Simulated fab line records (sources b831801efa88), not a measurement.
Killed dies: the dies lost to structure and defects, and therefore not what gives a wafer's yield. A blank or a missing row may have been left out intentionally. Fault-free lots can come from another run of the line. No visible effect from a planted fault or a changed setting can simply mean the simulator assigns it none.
Matching of chambers	flow gf180mcu	GF_V3_CMP_04 on cmp-02 has 4 sister chambers
The step polishes SiO2. 17 wafers are shown with their chamber, then 8 later ones without.

== WAFERS, EACH WITH ITS CHAMBER ==
wafer	chamber	motor_current_A (A)	retaining_ring_pressure_frac	time_to_endpoint_s (s)
L410.1	1	10.3	0.996	83
L410.2	2	14.8	0.993	87
L410.4	3	12.4	1.003	89
L411.2	2	14.6	1.003	82
L411.5	3	12.5	1.008	85
L411.6	0	14.1	1.003	90
L412.1	2	14.1	0.997	83
L412.2	1	10.7	0.992	86
L412.3	3	12.4	1.003	75
L413.4	3	12.1	1.008	85
L413.5	1	10.3	0.996	88
L415.1	0	14.2	1.000	78
L415.3	3	12.5	1.004	81
L424.1	3	12.4	1.000	74
L424.4	1	10.5	1.007	81
L424.6	0	14.3	1.003	81
L425.2	1	9.3	1.000	79

SIGNATURES, as means of the wafers listed above
reading	chamber 0	chamber 1	chamber 2	chamber 3	scatter within a chamber
motor_current_A	14.200	10.220	14.500	12.383	0.346
retaining_ring_pressure_frac	1.00200	0.99820	0.99767	1.00433	0.00425
time_to_endpoint_s	83.00	83.40	84.00	81.50	5
Rule: for a wafer and a chamber, the distance is found by dividing, reading by reading, the gap between the wafer's reading and the chamber's mean by the reading's scatter, squaring, summing and taking the root. If the next closest chamber is less than 2 further off than the closest, the wafer can't be placed; otherwise it belongs to the closest. The scatter: the root of (the sum of the squares of (reading less its chamber's mean) over the shown wafers, divided by (wafers less chambers)).

== WAFERS WHOSE CHAMBER IS MISSING ==
wafer	motor_current_A (A)	retaining_ring_pressure_frac	time_to_endpoint_s (s)
L425.3	12.0	0.999	76
L425.6	14.5	1.001	82
L426.2	11.9	1.002	81
L426.5	10.3	0.994	84
L426.6	15.5	1.003	84
L431.1	11.0	0.993	80
L431.5	14.0	1.004	81
L431.6	13.0	1.006	82

== CHAMBER TAKEN BY EACH ==
wafer	from the rows above	in truth
L425.3	3	3
L425.6	can't be placed: 2 or 0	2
L426.2	3	3
L426.5	1	1
L426.6	can't be placed: 2 or 0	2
L431.1	1	1
L431.5	can't be placed: 0 or 2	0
L431.6	can't be placed: 3 or 0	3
4 of 8 placed correctly. Not placeable from these rows: 4 (in 4, the candidates include the true chamber). Wrongly placed: 0.
